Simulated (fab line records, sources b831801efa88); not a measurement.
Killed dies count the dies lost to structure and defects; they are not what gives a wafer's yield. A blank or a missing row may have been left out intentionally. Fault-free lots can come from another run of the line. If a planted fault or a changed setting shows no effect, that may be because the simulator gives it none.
Comparing a struck lot with a sound one | flow sky130 | 22 out of 708 route steps
Sound: these wafers, L955.2, L955.4, L955.5. Struck: wafers L962.2, L962.4, L962.6. Last of all comes the cause.
Order at every step that has rows: each side's tool, ch and its chambers, its first start. Under that, the readings that differ: sound wafers | struck wafers | difference of the means | sigmas: that difference in standard deviations of wafers without a fault.
alike: readings with means less than 2 such deviations apart, plus words and numbers identical on both sides. not compared: withheld readings, readings lacking a value on some wafer, bounds such as >300 that could conceal the same value, and numbers that have no deviation in the record and whose values overlap.
Wherever a step has rows on one side only, a row that says differs or no value, or a row with sigmas, the two part there. Non-overlapping numbers with no deviation appear without sigmas and do not part them. A reading that every wafer of one side lacks parts them only if that side has two wafers or more.

first, 5 steps without rows for these wafers: SKY_VT_ADJUST_HVTR_COAT_02 (resist thk 1140 nm); SKY_VT_ADJUST_HVTR_SOFTBAKE_03 (time 60 s); SKY_VT_ADJUST_HVTR_EXPOSE_04 (exposes mask HVTRM, target cd 380 nm); SKY_VT_ADJUST_HVTR_PEB_05; SKY_VT_ADJUST_HVTR_DEVELOP_06 (develop time 60 s).
SKY_VT_ADJUST_HVTR_CD_MEAS_07: the cd target is 380 nm.
  sound on cdSem-01, day 11 19:35; struck on cdSem-02, day 13 22:48
reading   | sound             | struck            | difference | sigmas
cdNm (nm) | 380.4 384.7 382.6 | 378.6 376.4 377.6 | -5.0       | -2
SKY_VT_ADJUST_HVTR_OVL_MEAS_08:
  sound on overlay-01, day 11 19:42; struck on overlay-01, day 13 22:55
  alike: VT_ADJUST_HVTR_OVL
next, for these wafers, 1 step has no rows: SKY_VT_ADJUST_HVTR_IMPLANT_09.
SKY_VT_ADJUST_HVTR_STRIP_10: strips in O2/N2.
  sound on plasmaAsher-02 ch 0,1, day 11 19:53; struck on plasmaAsher-01 ch 1, day 13 23:05
  alike: drypumpMotorCurrentA, oesProductAu, stripTimeToEndpointS
  not compared: rfHoursCounterH
SKY_VT_ADJUST_HVTR_TW_MEAS_11:
  sound on filmMetro-04, day 11 19:59; struck on filmMetro-03, day 13 23:12
  alike: VT_ADJUST_HVTR_TW
then, 2 steps without rows for these wafers: SKY_VT_ADJUST_PCH_DEHYDRATE_00 (time 60 s); SKY_VT_ADJUST_PCH_HMDS_01 (prime time 60 s).
SKY_VT_ADJUST_PCH_COAT_02: resist thk 3000 nm.
  sound on lithoTrack-01 ch 0, day 12 07:20; struck on lithoTrack-02 ch 0, day 14 10:42
reading                                        | sound                | struck               | difference | sigmas
spinSpeedRpm (rpm)                             | 2001.4 1999.9 2000.9 | 2140.5 2141.0 2138.8 | +139.4     | +99 or more
model.coat_of_VT_ADJUST_PCH_COAT_02.thkNm (nm) | 3013 3007 3005       | 2886 2888 2886       | -122       | 
then, 3 steps without rows for these wafers: SKY_VT_ADJUST_PCH_SOFTBAKE_03; SKY_VT_ADJUST_PCH_EXPOSE_04 (exposes mask NWM, target cd 840 nm); SKY_VT_ADJUST_PCH_PEB_05.
SKY_VT_ADJUST_PCH_DEVELOP_06: develop time 60 s.
  sound: lithoTrack-02 ch 0; struck: lithoTrack-01 ch 0
reading                                        | sound          | struck         | difference | sigmas
model.coat_of_VT_ADJUST_PCH_COAT_02.thkNm (nm) | 3008 3002 3001 | 2882 2883 2882 | -121       | 
  alike: developerTempC
SKY_VT_ADJUST_PCH_OVL_MEAS_07:
  sound on overlay-01, day 12 20:02; struck on overlay-02, day 15 01:07
  alike: VT_ADJUST_PCH_OVL
next, for these wafers, 1 step has no rows: SKY_VT_ADJUST_PCH_IMPLANT_08.
SKY_VT_ADJUST_PCH_STRIP_09: strips in O2/N2.
  sound on plasmaAsher-03 ch 1, day 12 20:13; struck on plasmaAsher-04 ch 0,1, day 15 01:17
reading                  | sound             | struck            | difference | sigmas
stripTimeToEndpointS (s) | 37.05 37.02 36.98 | 35.60 35.62 35.62 | -1.40      | -13
  alike: drypumpMotorCurrentA, oesProductAu
  not compared: rfHoursCounterH
SKY_VT_ADJUST_PCH_TW_MEAS_10:
  sound on filmMetro-02, day 12 20:19; struck on filmMetro-01, day 15 01:24
  alike: VT_ADJUST_PCH_TW
-- here the record skips 34 days between the struck wafers' starts before and after, leaving off in module VT_ADJUST_PCH and picking up in module PAD_OPEN (first step shown: number 708 of the route) --
SKY_PAD_OPEN_PROBE_99:
  sound on prober-01, day 47 18:56; struck on prober-02, day 49 02:07
  alike: killed_at_M0_to_M3, killed_at_M4_up, killedAtContacts, killedAtFrontEnd, killedAtOther, killedDies, killedOpen, killedShort

## WHERE THEY PART
At SKY_VT_ADJUST_HVTR_CD_MEAS_07 first; at SKY_VT_ADJUST_PCH_STRIP_09 last (within this record only). Later steps at which nothing parts them and some readings are alike: SKY_VT_ADJUST_PCH_TW_MEAS_10, SKY_PAD_OPEN_PROBE_99.

WHY: the cause the simulator had injected
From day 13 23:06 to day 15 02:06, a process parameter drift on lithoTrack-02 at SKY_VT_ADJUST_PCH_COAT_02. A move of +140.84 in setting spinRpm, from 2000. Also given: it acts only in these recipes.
